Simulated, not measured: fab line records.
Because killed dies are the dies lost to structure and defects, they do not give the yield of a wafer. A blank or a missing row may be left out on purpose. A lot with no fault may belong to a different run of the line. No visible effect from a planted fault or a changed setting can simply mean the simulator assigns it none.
A struck lot beside a sound one    flow sky130    43 steps out of a route of 708
Sound: these wafers, L539.3, L539.4, L539.5. Wafers struck: L561.2, L561.4, L561.6. The cause is given at the end.
Order at every step that has rows: each side's tool, ch and its chambers, its first start. Under that, the readings that differ: sound wafers    struck wafers    difference of the means    sigmas: that difference in standard deviations of wafers without a fault.
alike: readings whose means differ by less than 2 such deviations, and words and numbers that are the same on both sides. not compared: withheld readings, readings that some wafer has no value for, bounds like >300 that may hide the same value, and numbers for which the record gives no deviation and whose values overlap.
Wherever a step has rows on one side only, a row that says differs or no value, or a row with sigmas, the two part there. Numbers that don't overlap but have no deviation are shown without sigmas and don't part them. A reading missing from all wafers of one side parts the sides only when that side holds two or more wafers.

first, 3 steps without rows for these wafers: SKY_SONOS_ONO_WET_ETCH_18 (etches Si3N4 in H3PO4, target depth 15 nm, time 172 s); SKY_GATE_OXIDE_CLEAN_00 (cleans in SC1/SC2, time 150 s); SKY_GATE_OXIDE_OXIDATION_01 (stabilise 600 s, purge 300 s, target thk 10.268 nm).
SKY_GATE_OXIDE_THK_MEAS_02:
  sound on film_metro-04 at day 12 11:45; struck on film_metro-04 at day 20 15:28
  alike: GATE_OXIDE_OXIDATION_00_THK
then, 7 steps without rows for these wafers: SKY_GATE_OXIDE_DEHYDRATE_03 (time 60 s); SKY_GATE_OXIDE_HMDS_04 (prime time 60 s); SKY_GATE_OXIDE_COAT_05 (resist thk 1140 nm); SKY_GATE_OXIDE_SOFTBAKE_06 (time 60 s); SKY_GATE_OXIDE_EXPOSE_07 (exposes mask LVOM, target cd 600 nm); SKY_GATE_OXIDE_PEB_08; SKY_GATE_OXIDE_DEVELOP_09 (develop time 60 s).
SKY_GATE_OXIDE_OVL_MEAS_10:
  sound on overlay-02 at day 13 13:05; struck on overlay-01 at day 21 21:13
  alike: GATE_OXIDE_OVL
SKY_GATE_OXIDE_IMPLANT_11:
  sound on implanter-02 ch 0, day 13 13:10; struck on implanter-02 ch 0, day 21 21:16
then, 1 step without rows for these wafers: SKY_GATE_OXIDE_WET_ETCH_12 (etches SiO2 in dHF, target depth 16.8 nm, time 336 s).
SKY_GATE_OXIDE_STRIP_13: strips in O2/N2.
  sound on plasma_asher-03 ch 0,1, day 13 13:24; struck on plasma_asher-02 ch 1, day 21 21:31
  alike: drypump_motor_current_A, oes_product_au, strip_time_to_endpoint_s
  not compared: rf_hours_counter_h
SKY_GATE_OXIDE_TW_MEAS_14:
  sound on film_metro-02 at day 13 13:29; struck on film_metro-02 at day 21 21:38
  alike: GATE_OXIDE_TW
then, 3 steps without rows for these wafers: SKY_GATE_OXIDE_CLEAN_15 (cleans in SC1/SC2, time 150 s); SKY_GATE_OXIDE_OXIDATION_16 (stabilise 600 s, purge 300 s, target thk 3.57 nm); SKY_POLY_GATE_CVD_00 (deposits poly-Si, target thk 180 nm, time 720 s).
SKY_POLY_GATE_THK_MEAS_01:
  sound on film_metro-01 at day 13 18:11; struck on film_metro-03 at day 22 00:29
  alike: POLY_GATE_CVD_00_THK
then, 8 steps without rows for these wafers: SKY_RES_PROTECT_DEHYDRATE_00 (time 60 s); SKY_RES_PROTECT_HMDS_01 (prime time 60 s); SKY_RES_PROTECT_COAT_02 (resist thk 1140 nm); SKY_RES_PROTECT_SOFTBAKE_03 (time 60 s); SKY_RES_PROTECT_EXPOSE_04 (exposes mask RPM, target cd 1270 nm); SKY_RES_PROTECT_PEB_05; SKY_RES_PROTECT_DEVELOP_06 (develop time 60 s); SKY_POLY_GATE_IMPLANT_02.
SKY_RES_PROTECT_STRIP_07: strips in O2/N2.
  sound on plasma_asher-04 ch 0,1, day 14 20:34; struck on plasma_asher-01 ch 0,1, day 23 06:53
  alike: drypump_motor_current_A, oes_product_au, strip_time_to_endpoint_s
  not compared: rf_hours_counter_h
SKY_RES_PROTECT_TW_MEAS_08:
  sound on film_metro-04 at day 14 20:40; struck on film_metro-04 at day 23 06:59
  alike: POLY_GATE_TW
then, 2 steps without rows for these wafers: SKY_RES_PROTECT_CLEAN_09 (cleans in SC1/SC2, time 150 s); SKY_POLY_GATE_CVD_03 (deposits Si3N4 from DCS/NH3, target thk 75 nm, time 1290 s).
SKY_POLY_GATE_THK_MEAS_04:
  sound on film_metro-04 at day 15 00:44; struck on film_metro-01 at day 23 09:04
  alike: POLY_GATE_CVD_03_THK
then, 8 steps without rows for these wafers: SKY_POLY_GATE_DEHYDRATE_05 (time 60 s); SKY_POLY_GATE_HMDS_06 (prime time 60 s); SKY_POLY_GATE_COAT_07 (resist thk 110 nm); SKY_POLY_GATE_COAT_08 (resist thk 450 nm); SKY_POLY_GATE_SOFTBAKE_09 (time 90 s); SKY_POLY_GATE_EXPOSE_10 (exposes mask P1M, target cd 150 nm); SKY_POLY_GATE_PEB_11; SKY_POLY_GATE_DEVELOP_12 (develop time 60 s).
SKY_POLY_GATE_CD_MEAS_13: target cd 150 nm.
  sound on cd_sem-01 at day 16 04:01; struck on cd_sem-01 at day 24 15:40
  alike: cd_nm
-- record jumps: 26 days separate the struck wafers' starts on either side; left off in module POLY_GATE, taken up again in module PAD_OPEN, whose first shown step is the route's number 708 --
SKY_PAD_OPEN_PROBE_99:
  sound on prober-01 at day 45 18:27; struck on prober-01 at day 51 01:39
reading                                  sound                    struck                   difference  sigmas
model.etest.nfet_01v8.drive_ua_um_range  7.546 9.665 6.536        28.15 26.7 27.49         +19.53      
model.etest.pfet_01v8.drive_ua_um_range  12.06 8.424 4.713        20.51 16.02 16.33        +9.22       
model.etest.pfet_01v8_lvt.vt_v_range     0.01411 0.01543 0.01591  0.229 0.225 0.2255       +0.211      
model.etest.pfet_01v8.vt_v_range         0.01814 0.02099 0.01447  0.08176 0.08997 0.09001  +0.06938    
model.etest.nfet_01v8.vt_v_range         0.01566 0.01753 0.01232  0.02739 0.02915 0.03253  +0.01452    
  alike: killed_at_M0_to_M3, killed_at_M4_up, killed_at_contacts, killed_at_front_end, killed_at_other, killed_dies, killed_open, killed_short
  not compared: model.etest.tip_p.rs_ohm_sq_range

## WHERE THEY PART
Nowhere in this record.

WHY: the cause the simulator had injected
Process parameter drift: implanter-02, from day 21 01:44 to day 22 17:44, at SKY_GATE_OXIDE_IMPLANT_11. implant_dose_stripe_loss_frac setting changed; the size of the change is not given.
